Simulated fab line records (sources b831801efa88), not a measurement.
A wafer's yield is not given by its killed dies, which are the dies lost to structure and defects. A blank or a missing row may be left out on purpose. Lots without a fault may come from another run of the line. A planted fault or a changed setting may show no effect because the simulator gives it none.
fab line records	flow sky130
record lots=6	wafers=18	lastDay=50
route steps=708 shown SONOS_ONO@171 GATE_OXIDE@187 POLY_GATE@204 RES_PROTECT@206 SALICIDE@361 PAD_OPEN@708
lots that met no fault: taken from a fault-free run of the same line
startH: hours from the record's first day to the start of the lot's first wafer shown	waitH: time in hours since the lot's previous step	" the same as in the row above	L1.1+2: several wafers, shown together as one row	- value missing, or start not given	* or withheld: withheld	< > ~ a bound
route shown NAME@n: names a module that has steps shown in the file, with the first one's number in the route	usual: the fault-free wafers' mean and standard deviation	same: alike in all rows	chamber/n: place in a boat	sites: each site's reading	_std_site: how widely they spread, as a standard deviation	_edge_site: outer sites' mean less inner sites'	radiusMm: how far each site lies from the wafer's centre	mask NAME#n: copy n	behind: the tool/chamber that last shaped the wafer	hold: the reason the lot was held/the length of the hold in hours/how it ended	device: which transistor (n, p or np) failed to switch	end of line: tests of these same wafers at the route's end	a step with no rows: only its recipe	killed: count of dies lost to structure and defects at first sort (not the wafer's yield)	map: a wafer's dies, marking killed ones x, the rest . and places with no die _
set.NAME: the run value of the setting; set.NAME@STEP: its run value at that earlier step	model.NAME: the simulator's own value behind a step, which no gauge read
lots at some steps of the route; a table a step, a row a wafer
services: the hour from which a tool's chamber was out of use, counted from the record's first day as startH (under 0 if before that day), plus the number of hours and why
## steps
# step SKY_SONOS_ONO_THK_MEAS_03
# recipe reads=Si3N4_of_SONOS_ONO_CVD_02
# usual SONOS_ONO_CVD_02_THK=10.55/0.13
lot.wafer	tool	chamber	startH	waitH	SONOS_ONO_CVD_02_THK[nm]
L548.2	filmMetro-03	-	275.75	0.0	10.57
L548.4	"	-	"	"	10.63
L548.6	"	-	"	"	10.53
L557.3	filmMetro-01	-	346.53	0.0	10.74
L557.4	"	-	"	"	10.69
L557.5	"	-	"	"	10.72
L558.1	filmMetro-01	-	355.57	0.0	10.76
L558.3	"	-	"	"	10.81
L558.6	"	-	"	"	10.78
L564.2	filmMetro-02	-	410.90	0.0	10.64
L564.3	"	-	"	"	10.57
L564.5	"	-	"	"	10.58
L566.1	filmMetro-03	-	419.23	0.0	10.56
L566.2	"	-	"	"	10.59
L566.3	"	-	"	"	10.49
L567.2	filmMetro-01	-	432.67	0.0	10.58
L567.3	"	-	"	"	10.64
L567.5	"	-	"	"	10.66
# step SKY_SONOS_ONO_CVD_04
# recipe material=SiO2	precursor=SiH4/N2O	targetThkNm=5.7199	tempC=900	pressureMtorr=400
# step SKY_SONOS_ONO_THK_MEAS_05
# recipe reads=SiO2_of_SONOS_ONO_CVD_04
# usual SONOS_ONO_CVD_04_THK=5.77/0.13
lot.wafer	tool	chamber	startH	waitH	SONOS_ONO_CVD_04_THK[nm]
L548.2	filmMetro-01	-	277.06	0.0	5.85
L548.4	"	-	"	"	5.80
L548.6	"	-	"	"	5.71
L557.3	filmMetro-03	-	353.07	0.0	5.83
L557.4	"	-	"	"	5.76
L557.5	"	-	"	"	5.78
L558.1	filmMetro-03	-	356.88	0.0	5.77
L558.3	"	-	"	"	5.66
L558.6	"	-	"	"	5.68
L564.2	filmMetro-02	-	412.21	0.0	5.83
L564.3	"	-	"	"	5.79
L564.5	"	-	"	"	5.95
L566.1	filmMetro-02	-	420.54	0.0	5.88
L566.2	"	-	"	"	5.76
L566.3	"	-	"	"	5.76
L567.2	filmMetro-01	-	433.98	0.0	5.90
L567.3	"	-	"	"	5.93
L567.5	"	-	"	"	5.93
# step SKY_SONOS_ONO_DEHYDRATE_06
# recipe tempC=200	timeS=60
# step SKY_SONOS_ONO_HMDS_07
# recipe primeTimeS=60	primeTempC=120
# step SKY_SONOS_ONO_COAT_08
# recipe resist=NOVOLAK	spinRpm=3000	resistThkNm=1140
# step SKY_SONOS_ONO_SOFTBAKE_09
# recipe tempC=90	timeS=60	resist=NOVOLAK
# step SKY_SONOS_ONO_EXPOSE_10
# recipe maskId=ONOM	targetCdNm=410	na=0.6	sourceShape=conventional	sigmaOuter=0.6	doseMj=150
# step SKY_SONOS_ONO_PEB_11
# recipe tempC=withheld	timeS=*	resist=NOVOLAK
# step SKY_SONOS_ONO_DEVELOP_12
# recipe developTimeS=60	devTempC=23
# step SKY_SONOS_ONO_CD_MEAS_13
# recipe targetCdNm=410
# usual cdNm=409.6/2
lot.wafer	tool	chamber	startH	waitH	cdNm
L548.2	cdSem-02	-	301.70	0.1	411.3
L548.4	"	-	"	"	409.6
L548.6	"	-	"	"	411.4
L557.3	cdSem-02	-	381.29	0.1	407.2
L557.4	"	-	"	"	408.5
L557.5	"	-	"	"	407.6
L558.1	cdSem-02	-	385.27	0.1	409.7
L558.3	"	-	"	"	414.5
L558.6	"	-	"	"	414.5
L564.2	cdSem-01	-	442.19	0.1	408.6
L564.3	"	-	"	"	408.7
L564.5	"	-	"	"	409.6
L566.1	cdSem-02	-	451.00	0.1	413.6
L566.2	"	-	"	"	411.1
L566.3	"	-	"	"	410.8
L567.2	cdSem-01	-	464.67	0.1	409.0
L567.3	"	-	"	"	410.4
L567.5	"	-	"	"	410.8
# step SKY_SONOS_ONO_OVL_MEAS_14
# usual SONOS_ONO_OVL=1.0/1.5
lot.wafer	tool	chamber	startH	waitH	SONOS_ONO_OVL[nm]
L548.2	overlay-02	-	301.81	0.1	2.2
L548.4	"	-	"	"	2.9
L548.6	"	-	"	"	1.8
L557.3	overlay-02	-	381.38	0.1	1.7
L557.4	"	-	"	"	1.5
L557.5	"	-	"	"	1.0
L558.1	overlay-02	-	385.39	0.1	3.1
L558.3	"	-	"	"	2.8
L558.6	"	-	"	"	2.8
L564.2	overlay-01	-	442.30	0.1	-0.9
L564.3	"	-	"	"	-0.4
L564.5	"	-	"	"	-1.1
L566.1	overlay-01	-	451.12	0.1	0.1
L566.2	"	-	"	"	1.2
L566.3	"	-	"	"	-0.5
L567.2	overlay-02	-	464.78	0.1	-2.5
L567.3	"	-	"	"	-0.2
L567.5	"	-	"	"	1.0
# step SKY_SONOS_ONO_ETCH_15
# recipe targetDepthNm=19.52	chemistry=CHF3/O2	sourceW=600	biasW=200	pressureMtorr=40	chf3FlowSccm=50	O2_flow_sccm=5	timeS=7.8
# usual drypumpMotorCurrentA=5.7/0.46	oesProductAu=0.996/0.0087	throttleValvePct=8.825/0.0086
lot.wafer	tool	chamber	startH	waitH	drypumpMotorCurrentA	oesProductAu	rfHoursCounterH	throttleValvePct	model.SONOS_ONO.featureDepthNm	model.etch.depthNm	model.NOVOLAK_of_SONOS_ONO_COAT_08.thkNm
L548.2	rieDiel-03	2	301.84	0.0	5.9	1.003	86	8.829	19.51	19.51	1130
L548.4	"	0	"	"	5.3	1.005	70	8.823	19.63	19.63	1130
L548.6	"	1	"	"	6.4	0.999	-	8.832	19.65	19.65	1127
L557.3	rieDiel-01	1	381.41	0.0	5.6	0.987	36	8.832	4.862	4.862	1135
L557.4	"	0	"	"	5.3	1.001	-	8.847	4.908	4.908	1139
L557.5	"	3	"	"	6.3	1.012	-	8.839	19.59	19.59	1124
L558.1	rieDiel-01	0	385.43	0.0	5.4	0.993	5	8.824	19.27	19.27	1122
L558.3	"	1	"	"	5.6	1.004	36	8.839	4.895	4.896	1137
L558.6	"	1	"	"	5.6	0.994	-	8.813	19.21	19.21	1120
L564.2	rieDiel-01	3	442.33	0.0	6.2	1.014	73	8.839	19.66	19.66	1122
L564.3	"	0	"	"	5.4	0.993	6	8.833	19.24	19.24	1125
L564.5	"	2	"	"	5.2	0.977	-	8.827	19.05	19.05	1125
L566.1	rieDiel-04	1	451.16	0.0	5.1	0.989	6	8.822	19.3	19.3	1120
L566.2	"	2	"	"	5.6	1.007	3	8.834	19.42	19.42	1122
L566.3	"	0	"	"	5.5	0.988	5	8.821	19.37	19.37	1123
L567.2	rieDiel-01	0	464.81	0.0	5.4	0.993	7	8.829	19.53	19.53	1124
L567.3	"	1	"	"	5.6	0.983	38	8.825	19.12	19.12	1124
L567.5	"	2	"	"	5.2	0.985	-	8.820	19.13	19.13	1126
# step SKY_SONOS_ONO_WET_ETCH_16
# recipe chemistry=dHF	targetDepthNm=14	dry=n2Spin	target=SiO2	dilution=100:1	tempC=25	timeS=280
# step SKY_SONOS_ONO_STRIP_17
# recipe chemistry=O2/N2	powerW=1400	pressureMtorr=1500	platenTempC=withheld	o2FlowSccm=3000	n2FlowSccm=300	overashFraction=0.5
# usual drypumpMotorCurrentA=5.57/0.14	oesProductAu=0.710/0.0049	stripTimeToEndpointS=14.10/0.035
lot.wafer	tool	chamber	startH	waitH	drypumpMotorCurrentA	oesProductAu	rfHoursCounterH	stripTimeToEndpointS
L548.2	plasmaAsher-03	1	301.95	0.0	5.57	0.712	61	14.15
L548.4	"	0	"	"	5.55	0.718	-	14.16
L548.6	"	0	"	"	5.55	0.709	-	14.13
L557.3	plasmaAsher-03	0	381.55	0.0	5.54	0.700	-	14.23
L557.4	"	1	"	"	5.57	0.711	-	14.27
L557.5	"	1	"	"	5.56	0.713	-	14.08
L558.1	plasmaAsher-03	0	385.53	0.0	5.58	0.713	70	14.06
L558.3	"	0	"	"	5.56	0.712	-	14.24
L558.6	"	1	"	"	5.57	0.707	-	14.07
L564.2	plasmaAsher-01	1	442.43	0.0	5.51	0.721	75	14.08
L564.3	"	0	"	"	5.55	0.710	-	14.11
L564.5	"	0	"	"	5.54	0.715	-	14.11
L566.1	plasmaAsher-03	0	451.27	0.0	5.54	0.713	2	14.04
L566.2	"	1	"	"	5.57	0.717	2	14.07
L566.3	"	0	"	"	5.55	0.706	-	14.08
L567.2	plasmaAsher-04	0	464.92	0.0	5.86	0.710	37	14.10
L567.3	"	0	"	"	5.88	0.703	-	14.10
L567.5	"	0	"	"	5.88	0.700	-	14.12
# step SKY_SONOS_ONO_WET_ETCH_18
# recipe chemistry=H3PO4	targetDepthNm=15	target=Si3N4	tempC=160	timeS=172
# step SKY_GATE_OXIDE_CLEAN_00
# recipe chemistry=SC1/SC2	mix=1:4:20	tempC=70	timeS=150	dry=n2Spin
# step SKY_GATE_OXIDE_OXIDATION_01
# recipe tempC=900	ambient=O2	stabiliseS=600	purgeS=300	targetThkA=102.68	oxTimeS=1473
# step SKY_GATE_OXIDE_THK_MEAS_02
# recipe reads=SiO2_of_GATE_OXIDE_OXIDATION_01
# usual GATE_OXIDE_OXIDATION_00_THK=10.27/0.2
lot.wafer	tool	chamber	startH	waitH	GATE_OXIDE_OXIDATION_00_THK[nm]
L548.2	filmMetro-02	-	304.41	0.0	10.06
L548.4	"	-	"	"	10.12
L548.6	"	-	"	"	10.13
L557.3	filmMetro-04	-	383.15	0.0	10.45
L557.4	"	-	"	"	10.35
L557.5	"	-	"	"	10.34
L558.1	filmMetro-03	-	387.21	0.0	10.67
L558.3	"	-	"	"	10.61
L558.6	"	-	"	"	10.54
L564.2	filmMetro-03	-	444.06	0.0	10.22
L564.3	"	-	"	"	10.27
L564.5	"	-	"	"	10.35
L566.1	filmMetro-02	-	452.89	0.0	10.29
L566.2	"	-	"	"	10.38
L566.3	"	-	"	"	10.29
L567.2	filmMetro-02	-	466.67	0.0	10.48
L567.3	"	-	"	"	10.45
L567.5	"	-	"	"	10.42
# step SKY_GATE_OXIDE_DEHYDRATE_03
# recipe tempC=200	timeS=60
# step SKY_GATE_OXIDE_HMDS_04
# recipe primeTimeS=60	primeTempC=120
# step SKY_GATE_OXIDE_COAT_05
# recipe resist=NOVOLAK	spinRpm=3000	resistThkNm=1140
# step SKY_GATE_OXIDE_SOFTBAKE_06
# recipe tempC=90	timeS=60	resist=NOVOLAK
# step SKY_GATE_OXIDE_EXPOSE_07
# recipe maskId=LVOM	na=0.6	sourceShape=conventional	sigmaOuter=0.6	polarization=unpolarized	targetCdNm=600	doseMj=170
# step SKY_GATE_OXIDE_PEB_08
# recipe tempC=withheld	timeS=*	resist=NOVOLAK
# step SKY_GATE_OXIDE_DEVELOP_09
# recipe resist=NOVOLAK	developer=TMAH	developTimeS=60	devTempC=23
# step SKY_GATE_OXIDE_OVL_MEAS_10
# usual GATE_OXIDE_OVL=-0.7/1.3
lot.wafer	tool	chamber	startH	waitH	GATE_OXIDE_OVL[nm]
L548.2	overlay-02	-	330.22	0.1	0.5
L548.4	"	-	"	"	-1.7
L548.6	"	-	"	"	-0.8
L557.3	overlay-01	-	412.63	0.1	-2.4
L557.4	"	-	"	"	-0.2
L557.5	"	-	"	"	-0.2
L558.1	overlay-02	-	416.87	0.1	-0.5
L558.3	"	-	"	"	0.0
L558.6	"	-	"	"	-0.5
L564.2	overlay-01	-	475.33	0.1	-1.2
L564.3	"	-	"	"	-0.8
L564.5	"	-	"	"	-1.4
L566.1	overlay-02	-	483.27	0.1	-0.3
L566.2	"	-	"	"	2.0
L566.3	"	-	"	"	-2.3
L567.2	overlay-01	-	497.13	0.1	-2.2
L567.3	"	-	"	"	0.1
L567.5	"	-	"	"	-0.7
# step SKY_GATE_OXIDE_IMPLANT_11
# recipe species=B	energyKev=10	doseCm2=2.6e+12	tiltDeg=withheld
# step SKY_GATE_OXIDE_WET_ETCH_12
# recipe chemistry=dHF	targetDepthNm=16.8	dry=n2Spin	target=SiO2	dilution=100:1	tempC=25	timeS=336
# step SKY_GATE_OXIDE_STRIP_13
# recipe chemistry=O2/N2	powerW=1400	pressureMtorr=1500	platenTempC=withheld	o2FlowSccm=3000	n2FlowSccm=300	overashFraction=0.5
# usual drypumpMotorCurrentA=5.4/0.37	oesProductAu=0.716/0.0047	stripTimeToEndpointS=14.17/0.048
lot.wafer	tool	chamber	startH	waitH	drypumpMotorCurrentA	oesProductAu	rfHoursCounterH	stripTimeToEndpointS
L548.2	plasmaAsher-02	1	330.50	0.0	4.7	0.718	47	14.21
L548.4	"	0	"	"	5.8	0.715	-	14.15
L548.6	"	1	"	"	4.8	0.703	-	14.16
L557.3	plasmaAsher-01	0	412.94	0.0	5.6	0.720	-	14.23
L557.4	"	1	"	"	5.5	0.707	-	14.24
L557.5	"	1	"	"	5.5	0.714	-	14.28
L558.1	plasmaAsher-02	0	417.16	0.0	5.8	0.708	56	14.19
L558.3	"	0	"	"	5.8	0.713	-	14.19
L558.6	"	0	"	"	5.8	0.720	-	14.21
L564.2	plasmaAsher-01	0	475.62	0.0	5.6	0.712	80	14.15
L564.3	"	0	"	"	5.6	0.712	-	14.14
L564.5	"	0	"	"	5.6	0.721	-	14.15
L566.1	plasmaAsher-01	0	483.56	0.0	5.6	0.714	81	14.09
L566.2	"	1	"	"	5.5	0.720	81	14.16
L566.3	"	1	"	"	5.5	0.723	-	14.12
L567.2	plasmaAsher-03	1	497.41	0.0	5.6	0.722	8	14.28
L567.3	"	0	"	"	5.6	0.714	-	14.23
L567.5	"	0	"	"	5.6	0.714	-	14.21
# step SKY_GATE_OXIDE_TW_MEAS_14
# usual GATE_OXIDE_TW=223.2/1.7
lot.wafer	tool	chamber	startH	waitH	GATE_OXIDE_TW
L548.2	filmMetro-03	-	330.61	0.1	223.0
L548.4	"	-	"	"	224.5
L548.6	"	-	"	"	223.4
L557.3	filmMetro-02	-	413.03	0.1	221.1
L557.4	"	-	"	"	219.6
L557.5	"	-	"	"	219.7
L558.1	filmMetro-02	-	417.26	0.1	220.3
L558.3	"	-	"	"	219.3
L558.6	"	-	"	"	220.1
L564.2	filmMetro-04	-	475.73	0.1	223.9
L564.3	"	-	"	"	225.3
L564.5	"	-	"	"	224.9
L566.1	filmMetro-03	-	483.66	0.1	224.5
L566.2	"	-	"	"	223.9
L566.3	"	-	"	"	223.2
L567.2	filmMetro-04	-	497.52	0.1	223.1
L567.3	"	-	"	"	222.1
L567.5	"	-	"	"	222.0
# step SKY_GATE_OXIDE_CLEAN_15
# recipe chemistry=SC1/SC2	mix=1:4:20	tempC=70	timeS=150	dry=n2Spin
# step SKY_GATE_OXIDE_OXIDATION_16
# recipe tempC=800	ambient=O2	idleTempC=700	rampUpCPerMin=10	rampDownCPerMin=3	stabiliseS=600	purgeS=300	targetThkA=35.7	oxTimeS=1915
# step SKY_POLY_GATE_CVD_00
# recipe material=poly-Si	targetThkNm=180	tempC=620	timeS=720	pressureMtorr=200
# step SKY_POLY_GATE_THK_MEAS_01
# recipe reads=poly-Si_of_POLY_GATE_CVD_00
# usual POLY_GATE_CVD_00_THK=180.0/2
lot.wafer	tool	chamber	startH	waitH	POLY_GATE_CVD_00_THK[nm]
L548.2	filmMetro-04	-	334.95	0.0	179.2
L548.4	"	-	"	"	180.7
L548.6	"	-	"	"	180.0
L557.3	filmMetro-03	-	416.96	0.0	177.8
L557.4	"	-	"	"	178.6
L557.5	"	-	"	"	178.3
L558.1	filmMetro-04	-	422.35	0.0	180.4
L558.3	"	-	"	"	179.6
L558.6	"	-	"	"	178.6
L564.2	filmMetro-03	-	479.91	0.0	175.8
L564.3	"	-	"	"	175.6
L564.5	"	-	"	"	177.0
L566.1	filmMetro-03	-	487.06	0.0	177.3
L566.2	"	-	"	"	180.1
L566.3	"	-	"	"	179.2
L567.2	filmMetro-04	-	500.36	0.0	179.0
L567.3	"	-	"	"	178.3
L567.5	"	-	"	"	179.4
# step SKY_RES_PROTECT_DEHYDRATE_00
# recipe tempC=200	timeS=60
# step SKY_RES_PROTECT_HMDS_01
# recipe primeTimeS=60	primeTempC=120
# step SKY_RES_PROTECT_COAT_02
# recipe resist=NOVOLAK	spinRpm=3000	resistThkNm=1140
# step SKY_RES_PROTECT_SOFTBAKE_03
# recipe tempC=90	timeS=60	resist=NOVOLAK
# step SKY_RES_PROTECT_EXPOSE_04
# recipe maskId=RPM	na=0.6	sourceShape=conventional	sigmaOuter=0.6	polarization=unpolarized	targetCdNm=1270	doseMj=131
# step SKY_RES_PROTECT_PEB_05
# recipe tempC=withheld	timeS=*	resist=NOVOLAK
# step SKY_RES_PROTECT_DEVELOP_06
# recipe resist=NOVOLAK	developer=TMAH	developTimeS=60	devTempC=23
# step SKY_SALICIDE_CLEAN_00
# recipe chemistry=HF-last	timeS=30	dilution=100:1	dry=ipaMarangoni
lot.wafer	tool	chamber	startH	waitH	model.SiO2_of_FIELD_ISO_CVD_24.thkNm
L548.2	wetBench-01	1	672.92	0.1	359
L548.4	"	1	"	"	358.3
L548.6	"	1	"	"	359.5
L557.3	wetBench-01	1	751.08	0.1	361.4
L557.4	"	1	"	"	360.6
L557.5	"	1	"	"	357.6
L558.1	wetBench-01	1	756.93	0.1	358.2
L558.3	"	1	"	"	359.8
L558.6	"	1	"	"	358
L564.2	wetBench-01	1	803.02	0.1	359.1
L564.3	"	1	"	"	359.4
L564.5	"	1	"	"	358.9
L566.1	wetBench-01	3	811.83	0.1	358.3
L566.2	"	3	"	"	357.5
L566.3	"	3	"	"	358.6
L567.2	wetBench-04	0	821.75	0.1	359.4
L567.3	"	0	"	"	358.3
L567.5	"	0	"	"	357.6
# step SKY_PAD_OPEN_PROBE_99
# usual killed_at_M0_to_M3=44/7	killed_at_M4_up=3.0/1.7	killedAtContacts=24/5.2	killedAtFrontEnd=15/4.8	killedAtOther=0.2/0.56	killedDies=86/9.7	killedOpen=47/7.1	killedShort=39/6.3
# same grossDies=492	killedAtBackSide=0
lot.wafer	tool	chamber	startH	waitH	killed_at_M0_to_M3	killed_at_M4_up	killedAtContacts	killedAtFrontEnd	killedAtOther	killedDies	killedOpen	killedShort	model.etest.nfet_16v.rOnOhmUm	model.etest.pfet_16v.rOnOhmUm	model.etest.pfetG5v0d10v5.rOnOhmUm	model.etest.nfetG5v0d10v5.rOnOhmUm	model.etest.nfetG5v0d10v5.driveUaUm	model.etest.tipSonos.rsOhmSq	model.etest.nfet_05v0_nvt.driveUaUm	model.etest.nfet_16v.driveUaUm
L548.2	prober-01	-	1097.49	0.1	50	3	23	11	0	87	42	45	1.394e+04	1.506e+04	4697	1871	617	2687	579.1	226.2
L548.4	prober-01	-	1097.59	0.2	43	1	26	6	0	76	42	34	1.394e+04	1.515e+04	4786	1888	612	2670	576.2	224.6
L548.6	prober-01	-	1097.69	0.2	48	3	23	13	1	88	52	36	1.403e+04	1.554e+04	4764	1897	606.6	2716	576.5	223.9
L557.3	prober-02	-	1155.29	0.2	44	5	23	13	2	87	44	41	1.794e+04	1.653e+04	5549	2455	396.4	2806	419.6	130.4
L557.4	prober-02	-	1155.34	0.2	45	2	31	10	2	90	54	35	1.769e+04	1.651e+04	5428	2460	401.3	2791	427.2	133.5
L557.5	prober-02	-	1155.39	0.2	53	2	18	16	0	89	52	37	1.4e+04	1.524e+04	4810	1887	600.6	2614	572.4	219.7
L558.1	prober-01	-	1159.54	0.1	34	6	22	21	0	83	51	31	1.445e+04	1.505e+04	4814	1934	583.6	2840	563.3	210.8
L558.3	prober-01	-	1159.64	0.2	49	1	28	22	0	100	55	45	1.828e+04	1.598e+04	5381	2500	388.2	2990	417.4	128.2
L558.6	prober-01	-	1159.79	0.2	51	7	23	12	1	94	48	46	1.446e+04	1.498e+04	4804	1927	591.3	2780	565.1	214.6
L564.2	prober-01	-	1187.80	0.1	47	2	30	23	1	103	64	37	1.4e+04	1.516e+04	4773	1882	611.4	2636	573.6	222.7
L564.3	prober-01	-	1187.85	0.2	39	3	26	17	0	85	45	40	1.395e+04	1.534e+04	4685	1864	613.6	2645	585.5	224
L564.5	prober-01	-	1187.95	0.2	37	3	18	17	0	75	34	41	1.391e+04	1.541e+04	4753	1871	602.7	2648	580.1	221.3
L566.1	prober-02	-	1193.95	0.1	54	4	27	20	0	105	62	43	1.407e+04	1.515e+04	4706	1901	602.5	2662	577.1	223.6
L566.2	prober-02	-	1194.00	0.1	43	4	32	21	0	100	57	43	1.418e+04	1.497e+04	4716	1892	601.2	2689	573.5	220.7
L566.3	prober-02	-	1194.05	0.2	36	2	30	15	0	83	50	33	1.411e+04	1.47e+04	4713	1880	605.5	2721	575	221
L567.2	prober-01	-	1198.45	0.1	52	1	16	11	0	80	43	36	1.44e+04	1.546e+04	4854	1905	593	2732	562.3	217.3
L567.3	prober-01	-	1198.50	0.2	38	8	30	19	0	95	55	40	1.434e+04	1.504e+04	4785	1900	595.6	2699	567.7	217
L567.5	prober-01	-	1198.60	0.2	41	1	19	16	0	77	42	34	1.433e+04	1.521e+04	4786	1892	600.2	2733	567.8	216.3
# killed by level:class
L548.2 CONTACT:geometricParticle:open=10 LOCAL_INTERCONNECT:geometricParticle:short=9 VIA1:geometricParticle:open=9 VIA1:geometricParticle:short=9 VIA2:geometricParticle:open=7 VIA3:geometricParticle:open=7 VIA3:geometricParticle:short=5 METAL2:geometricParticle:short=4
L548.4 VIA1:geometricParticle:open=14 VIA3:geometricParticle:open=9 CONTACT:geometricParticle:open=8 LOCAL_INTERCONNECT:geometricParticle:short=7 METAL2:geometricParticle:short=6 CONTACT:geometricParticle:short=4 LI_CONTACT:geometricParticle:short=3 LI_CONTACT:geometricParticle:open=3
L548.6 VIA2:geometricParticle:open=11 VIA1:geometricParticle:open=11 CONTACT:geometricParticle:open=10 VIA1:geometricParticle:short=7 LOCAL_INTERCONNECT:geometricParticle:short=5 FIELD_ISO:geometricParticle:open=4 LI_CONTACT:geometricParticle:open=4 METAL1:geometricParticle:short=4
L557.3 VIA1:geometricParticle:open=11 VIA3:geometricParticle:open=8 VIA1:geometricParticle:short=8 LI_CONTACT:geometricParticle:open=7 CONTACT:geometricParticle:open=5 CONTACT:geometricParticle:short=5 VIA2:geometricParticle:open=5 LOCAL_INTERCONNECT:geometricParticle:short=4
L557.4 CONTACT:geometricParticle:open=17 VIA1:geometricParticle:open=11 VIA3:geometricParticle:open=8 VIA2:geometricParticle:open=7 LI_CONTACT:geometricParticle:short=5 LOCAL_INTERCONNECT:geometricParticle:short=5 METAL1:geometricParticle:short=5 VIA1:geometricParticle:short=5
L557.5 VIA1:geometricParticle:open=16 VIA2:geometricParticle:open=9 CONTACT:geometricParticle:open=6 METAL1:geometricParticle:short=6 VIA2:geometricParticle:short=6 VIA1:geometricParticle:short=5 LI_CONTACT:geometricParticle:open=4 SPACER:geometricParticle:short=4
L558.1 CONTACT:geometricParticle:open=8 POLY_GATE:geometricParticle:open=7 LI_CONTACT:geometricParticle:open=6 VIA1:geometricParticle:short=6 VIA1:geometricParticle:open=6 FIELD_ISO:geometricParticle:open=5 VIA3:geometricParticle:open=5 VIA2:geometricParticle:open=5
L558.3 VIA1:geometricParticle:open=12 LI_CONTACT:geometricParticle:open=10 CONTACT:geometricParticle:open=8 POLY_GATE:geometricParticle:short=8 VIA1:geometricParticle:short=8 FIELD_ISO:geometricParticle:open=7 POLY_GATE:geometricParticle:open=6 VIA2:geometricParticle:open=6
L558.6 VIA1:geometricParticle:open=10 LI_CONTACT:geometricParticle:open=9 METAL4:geometricParticle:short=7 VIA3:geometricParticle:open=7 VIA2:geometricParticle:open=7 CONTACT:geometricParticle:open=7 FIELD_ISO:geometricParticle:short=6 METAL1:geometricParticle:short=6
L564.2 VIA3:geometricParticle:open=12 VIA1:geometricParticle:open=12 CONTACT:geometricParticle:open=8 FIELD_ISO:geometricParticle:open=7 LI_CONTACT:geometricParticle:open=7 CONTACT:geometricParticle:short=7 VIA2:geometricParticle:open=6 POLY_GATE:geometricParticle:open=5
L564.3 VIA1:geometricParticle:open=10 FIELD_ISO:geometricParticle:open=7 LI_CONTACT:geometricParticle:open=7 METAL2:geometricParticle:short=7 LI_CONTACT:geometricParticle:short=5 LOCAL_INTERCONNECT:geometricParticle:short=5 CONTACT:geometricParticle:open=5 METAL1:geometricParticle:short=5
L564.5 VIA1:geometricParticle:open=11 FIELD_ISO:geometricParticle:short=6 LI_CONTACT:geometricParticle:open=5 CONTACT:geometricParticle:short=5 METAL1:geometricParticle:short=5 VIA1:geometricParticle:short=5 FIELD_ISO:geometricParticle:open=4 VIA3:geometricParticle:short=4
L566.1 VIA1:geometricParticle:open=18 CONTACT:geometricParticle:open=11 LI_CONTACT:geometricParticle:open=9 FIELD_ISO:geometricParticle:open=7 METAL1:geometricParticle:short=7 VIA3:geometricParticle:short=6 FIELD_ISO:geometricParticle:short=4 VIA3:geometricParticle:open=4
L566.2 CONTACT:geometricParticle:open=17 VIA1:geometricParticle:open=11 CONTACT:geometricParticle:short=8 VIA1:geometricParticle:short=8 FIELD_ISO:geometricParticle:open=7 FIELD_ISO:geometricParticle:short=6 VIA3:geometricParticle:open=6 METAL1:geometricParticle:short=6
L566.3 CONTACT:geometricParticle:open=10 LI_CONTACT:geometricParticle:open=10 VIA1:geometricParticle:open=8 VIA2:geometricParticle:open=8 FIELD_ISO:geometricParticle:short=5 LOCAL_INTERCONNECT:geometricParticle:short=5 METAL1:geometricParticle:short=4 VIA3:geometricParticle:open=4
L567.2 VIA1:geometricParticle:open=13 METAL1:geometricParticle:short=8 VIA3:geometricParticle:open=7 CONTACT:geometricParticle:open=6 VIA3:geometricParticle:short=5 FIELD_ISO:geometricParticle:open=4 LI_CONTACT:geometricParticle:open=4 CONTACT:geometricParticle:short=4
L567.3 CONTACT:geometricParticle:open=13 VIA1:geometricParticle:open=13 VIA3:geometricParticle:open=8 METAL4:geometricParticle:short=7 LI_CONTACT:geometricParticle:open=6 LOCAL_INTERCONNECT:geometricParticle:short=6 FIELD_ISO:geometricParticle:short=4 POLY_GATE:geometricParticle:open=4
L567.5 VIA1:geometricParticle:open=10 VIA3:geometricParticle:short=6 LI_CONTACT:geometricParticle:open=5 LOCAL_INTERCONNECT:geometricParticle:short=5 METAL1:geometricParticle:short=5 VIA2:geometricParticle:open=5 FIELD_ISO:geometricParticle:open=4 POLY_GATE:geometricParticle:open=4
## services
tool	chamber	startH	hours	kind
plasmaAsher-01	-	278.94	14.6	pm
rieDiel-03	3	305.46	5.1	repair
plasmaAsher-02	-	314.16	4.0	repair
rieDiel-01	3	349.38	3.8	repair
rieDiel-01	2	375.14	12.8	repair
plasmaAsher-03	-	421.25	9.0	pm
plasmaAsher-02	-	430.61	48.9	repair
rieDiel-01	-	437.25	0.1	repair
plasmaAsher-03	-	439.69	2.8	pm
rieDiel-01	-	455.02	3.9	repair
rieDiel-01	1	524.06	9.6	repair
rieDiel-01	2	540.31	5.1	repair
plasmaAsher-03	-	540.34	4.3	pm
rieDiel-01	2	597.63	6.0	repair
plasmaAsher-03	-	618.50	5.6	repair
rieDiel-01	-	632.52	14.6	pm
plasmaAsher-03	-	638.39	21.8	repair
plasmaAsher-01	-	668.19	2.0	repair
wetBench-01	-	700.18	1.9	pm
rieDiel-01	-	725.17	2.8	pm
plasmaAsher-01	-	733.75	9.0	pm
plasmaAsher-01	-	793.08	2.8	pm
plasmaAsher-02	-	793.68	1.0	repair
wetBench-01	-	794.64	5.6	repair
## key
firstSign step=SKY_SONOS_ONO_STRIP_17	reading=stripTimeToEndpointS	direction=up	sigmas=4.1	usual=*	struck=*
effect none on later readings
modelEffect step=SKY_SONOS_ONO_ETCH_15	value=SONOS_ONO.featureDepthNm	without=19.27	struck=4.888
modelEffect step=SKY_SALICIDE_CLEAN_00	value=SiO2_of_FIELD_ISO_CVD_24.thkNm	without=358.2	struck=360.6
modelEffect step=SKY_PAD_OPEN_PROBE_99	value=etest.nfet_16v.rOnOhmUm	without=1.427e+04	struck=1.797e+04
metAt SKY_SONOS_ONO_ETCH_15
struckWafers L557.3,L557.4,L558.3
testerLeftOut L557,L558
fault kind=processParameterDrift	tool=rieDiel-01	chamber=-	onsetH=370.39	steps=SKY_SONOS_ONO_ETCH_15	channel=timeS	offset=*	shape=step	endH=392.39	scope=struckWafersOnly	actsIn=*	stated=*
# testerLeftOut: of these lots the tester's yield and bins aren't shown, on N5 and GAA mostly nor the transistor test; their killed dies are dies lost to structure and defects alone, not to doping, threshold or leakage, so they don't give the yield
